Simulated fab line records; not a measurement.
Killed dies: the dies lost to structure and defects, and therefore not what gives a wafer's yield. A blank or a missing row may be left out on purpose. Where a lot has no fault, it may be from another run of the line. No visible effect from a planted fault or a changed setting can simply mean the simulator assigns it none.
Which tool is to blame? :: flow gf180mcu :: 14 lots with 42 wafers sampled at 4 steps, on a route of 602 steps

WHAT THE GAUGES SHOWED, per wafer
GF_CONTACT_THK_MEAS_01.
lot: L261
measured: day 15 02:38
on: film-metro-04
CONTACT_CVD_00_THK (nm): 299.5 294.8 301.5

lot: L262
measured: day 15 15:29
on: film-metro-02
CONTACT_CVD_00_THK (nm): 294.3 298.2 294.6

lot: L263
measured: day 15 21:22
on: film-metro-02
CONTACT_CVD_00_THK (nm): 295.6 299.3 299.4

lot: L264
measured: day 16 08:34
on: film-metro-02
CONTACT_CVD_00_THK (nm): 300.3 300.7 299.2

lot: L265
measured: day 16 17:05
on: film-metro-02
CONTACT_CVD_00_THK (nm): 298.9 301.6 296.5

lot: L266
measured: day 17 02:58
on: film-metro-02
CONTACT_CVD_00_THK (nm): 298.9 301.4 297.7

lot: L268
measured: day 17 23:03
on: film-metro-02
CONTACT_CVD_00_THK (nm): 296.3 294.9 295.4

lot: L271
measured: day 18 19:49
on: film-metro-01
CONTACT_CVD_00_THK (nm): 296.7 297.9 298.4

lot: L275
measured: day 20 10:15
on: film-metro-04
CONTACT_CVD_00_THK (nm): 301.7 297.1 301.4

lot: L279
measured: day 21 20:24
on: film-metro-01
CONTACT_CVD_00_THK (nm): 302.0 307.1 301.6

lot: L281
measured: day 22 08:31
on: film-metro-01
CONTACT_CVD_00_THK (nm): 303.7 301.7 303.7

lot: L282
measured: day 22 15:49
on: film-metro-04
CONTACT_CVD_00_THK (nm): 298.8 298.9 299.4

lot: L283
measured: day 23 04:11
on: film-metro-04
CONTACT_CVD_00_THK (nm): 302.9 301.2 304.1

lot: L284
measured: day 23 10:58
on: film-metro-04
CONTACT_CVD_00_THK (nm): 303.0 303.6 302.6

GF_CONTACT_THK_MEAS_03.
lot: L261
measured: day 15 02:46
on: film-metro-02
CONTACT_CVD_02_THK (nm): 847 869 855

lot: L262
measured: day 15 15:37
on: film-metro-04
CONTACT_CVD_02_THK (nm): 872 875 872

lot: L263
measured: day 15 21:30
on: film-metro-01
CONTACT_CVD_02_THK (nm): 825 845 854

lot: L264
measured: day 16 08:42
on: film-metro-01
CONTACT_CVD_02_THK (nm): 848 863 869

lot: L265
measured: day 16 17:20
on: film-metro-04
CONTACT_CVD_02_THK (nm): 858 871 872

lot: L266
measured: day 17 03:05
on: film-metro-04
CONTACT_CVD_02_THK (nm): 867 839 845

lot: L268
measured: day 17 23:11
on: film-metro-01
CONTACT_CVD_02_THK (nm): 857 864 871

lot: L271
measured: day 18 19:56
on: film-metro-02
CONTACT_CVD_02_THK (nm): 858 852 869

lot: L275
measured: day 20 10:23
on: film-metro-01
CONTACT_CVD_02_THK (nm): 848 851 863

lot: L279
measured: day 21 20:32
on: film-metro-04
CONTACT_CVD_02_THK (nm): 861 872 871

lot: L281
measured: day 22 08:40
on: film-metro-01
CONTACT_CVD_02_THK (nm): 849 860 867

lot: L282
measured: day 22 15:56
on: film-metro-01
CONTACT_CVD_02_THK (nm): 844 874 868

lot: L283
measured: day 23 04:19
on: film-metro-04
CONTACT_CVD_02_THK (nm): 854 873 865

lot: L284
measured: day 23 11:06
on: film-metro-01
CONTACT_CVD_02_THK (nm): 844 855 849

WHAT TOOL EACH LOT RAN ON (gives the tool, then ch and the chambers of the sampled wafers, and finally the start)
lot: L261
GF_VT_IMPLANT_IMPLANT_30: implanter-04 ch 0, day 6 20:22
GF_HV_LDD_ETCHBACK_58: rie-diel-01 ch 1,2, day 12 09:54

lot: L262
GF_VT_IMPLANT_IMPLANT_30: implanter-04 ch 0, day 7 04:28
GF_HV_LDD_ETCHBACK_58: rie-diel-02 ch 1,2,3, day 12 22:47

lot: L263
GF_VT_IMPLANT_IMPLANT_30: implanter-04 ch 0, day 7 10:56
GF_HV_LDD_ETCHBACK_58: rie-diel-04 ch 0,1,2, day 13 05:08

lot: L264
GF_VT_IMPLANT_IMPLANT_30: implanter-02 ch 0, day 7 19:16
GF_HV_LDD_ETCHBACK_58: rie-diel-02 ch 2,3, day 13 15:15

lot: L265
GF_VT_IMPLANT_IMPLANT_30: implanter-04 ch 0, day 7 23:12
GF_HV_LDD_ETCHBACK_58: rie-diel-01 ch 0,1, day 13 22:25

lot: L266
GF_VT_IMPLANT_IMPLANT_30: implanter-01 ch 0, day 8 05:18
GF_HV_LDD_ETCHBACK_58: rie-diel-04 ch 0,2,3, day 14 08:55

lot: L268
GF_VT_IMPLANT_IMPLANT_30: implanter-04 ch 0, day 8 22:56
GF_HV_LDD_ETCHBACK_58: rie-diel-01 ch 2,3, day 15 03:34

lot: L271
GF_VT_IMPLANT_IMPLANT_30: implanter-04 ch 0, day 9 16:14
GF_HV_LDD_ETCHBACK_58: rie-diel-01 ch 0,3, day 15 20:40

lot: L275
GF_VT_IMPLANT_IMPLANT_30: implanter-04 ch 0, day 10 18:39
GF_HV_LDD_ETCHBACK_58: rie-diel-01 ch 1,2,3, day 17 08:29

lot: L279
GF_VT_IMPLANT_IMPLANT_30: implanter-01 ch 0, day 11 21:19
GF_HV_LDD_ETCHBACK_58: rie-diel-02 ch 0,1, day 18 18:20

lot: L281
GF_VT_IMPLANT_IMPLANT_30: implanter-01 ch 0, day 12 09:15
GF_HV_LDD_ETCHBACK_58: rie-diel-02 ch 1,2,3, day 19 07:52

lot: L282
GF_VT_IMPLANT_IMPLANT_30: implanter-01 ch 0, day 12 17:25
GF_HV_LDD_ETCHBACK_58: rie-diel-04 ch 0,1,3, day 19 16:01

lot: L283
GF_VT_IMPLANT_IMPLANT_30: implanter-04 ch 0, day 12 21:27
GF_HV_LDD_ETCHBACK_58: rie-diel-04 ch 0,1,2, day 20 02:40

lot: L284
GF_VT_IMPLANT_IMPLANT_30: implanter-04 ch 0, day 13 07:36
GF_HV_LDD_ETCHBACK_58: rie-diel-04 ch 0,1,3, day 20 10:14
- GF_VT_IMPLANT_IMPLANT_30
- GF_HV_LDD_ETCHBACK_58: etches Si3N4 in CH3F/O2, stops on SiO2, time 100 s, target depth 90 nm.

AS READ BY THE TOOLS THEMSELVES (means over the sampled wafers that have a number; for cases with no such wafer, the mark the record gives instead)
GF_VT_IMPLANT_IMPLANT_30.
lot: L261
tool: implanter-04
beam-energy-keV: 24.998

lot: L262
tool: implanter-04
beam-energy-keV: 24.997

lot: L263
tool: implanter-04
beam-energy-keV: 24.999

lot: L264
tool: implanter-02
beam-energy-keV: 25.008

lot: L265
tool: implanter-04
beam-energy-keV: 25.008

lot: L266
tool: implanter-01
beam-energy-keV: 24.997

lot: L268
tool: implanter-04
beam-energy-keV: 24.993

lot: L271
tool: implanter-04
beam-energy-keV: 25.693

lot: L275
tool: implanter-04
beam-energy-keV: 25.688

lot: L279
tool: implanter-01
beam-energy-keV: 24.999

lot: L281
tool: implanter-01
beam-energy-keV: 24.989

lot: L282
tool: implanter-01
beam-energy-keV: 24.993

lot: L283
tool: implanter-04
beam-energy-keV: 25.005

lot: L284
tool: implanter-04
beam-energy-keV: 25.013

GF_HV_LDD_ETCHBACK_58.
lot: L261
tool: rie-diel-01
drypump-motor-current-A (A): 6.0
oes-product-au (a.u.): 0.848
throttle-valve-pct (%): 10.559

lot: L262
tool: rie-diel-02
drypump-motor-current-A (A): 5.8
oes-product-au (a.u.): 0.848
throttle-valve-pct (%): 10.552

lot: L263
tool: rie-diel-04
drypump-motor-current-A (A): 5.6
oes-product-au (a.u.): 0.846
throttle-valve-pct (%): 10.553

lot: L264
tool: rie-diel-02
drypump-motor-current-A (A): 5.9
oes-product-au (a.u.): 0.846
throttle-valve-pct (%): 10.555

lot: L265
tool: rie-diel-01
drypump-motor-current-A (A): 5.2
oes-product-au (a.u.): 0.844
throttle-valve-pct (%): 10.565

lot: L266
tool: rie-diel-04
drypump-motor-current-A (A): 6.0
oes-product-au (a.u.): 0.844
throttle-valve-pct (%): 10.554

lot: L268
tool: rie-diel-01
drypump-motor-current-A (A): 6.0
oes-product-au (a.u.): 0.841
throttle-valve-pct (%): 10.557

lot: L271
tool: rie-diel-01
drypump-motor-current-A (A): 5.3
oes-product-au (a.u.): 0.845
throttle-valve-pct (%): 10.546

lot: L275
tool: rie-diel-01
drypump-motor-current-A (A): 5.6
oes-product-au (a.u.): 0.846
throttle-valve-pct (%): 10.555

lot: L279
tool: rie-diel-02
drypump-motor-current-A (A): 6.0
oes-product-au (a.u.): 0.848
throttle-valve-pct (%): 10.562

lot: L281
tool: rie-diel-02
drypump-motor-current-A (A): 5.8
oes-product-au (a.u.): 0.845
throttle-valve-pct (%): 10.555

lot: L282
tool: rie-diel-04
drypump-motor-current-A (A): 5.8
oes-product-au (a.u.): 0.844
throttle-valve-pct (%): 10.568

lot: L283
tool: rie-diel-04
drypump-motor-current-A (A): 5.6
oes-product-au (a.u.): 0.835
throttle-valve-pct (%): 10.558

lot: L284
tool: rie-diel-04
drypump-motor-current-A (A): 5.8
oes-product-au (a.u.): 0.843
throttle-valve-pct (%): 10.563

THE ANSWER, worked out from the rows above alone
Rule: the usual values come from the lots themselves. Put in order of their means at a reading, lots are off if they are a third of the lots or fewer, leave a main group of 4 or more, and stand apart from it by a gap of 3 or more times the standard deviation of the main group's means; of several such gaps the widest counts. A main group is skipped when, at the precision printed for the reading in the tables above, its means are all equal. A lot without any number at a reading at which 4 lots or more have one is off too. Where the step has rows for the other lots, those lots are counted as sound. First the gauges in route order, then the tools' own readings, where a lot's mean is used as printed above. The first step at which some lot is off is used, and at that step the reading that is off furthest; a lot without a number counts as furthest.
Off at GF_VT_IMPLANT_IMPLANT_30 (beam-energy-keV): L271, L275. Mean 25.000 and standard deviation 0.0069 in the main group.
If a tool, at that step or one of the process steps before it, ran each lot that is off and ran no sound lot following the first of them, it fits. Not one of the candidates tried fits.

WHAT THE SIMULATOR PUT IN
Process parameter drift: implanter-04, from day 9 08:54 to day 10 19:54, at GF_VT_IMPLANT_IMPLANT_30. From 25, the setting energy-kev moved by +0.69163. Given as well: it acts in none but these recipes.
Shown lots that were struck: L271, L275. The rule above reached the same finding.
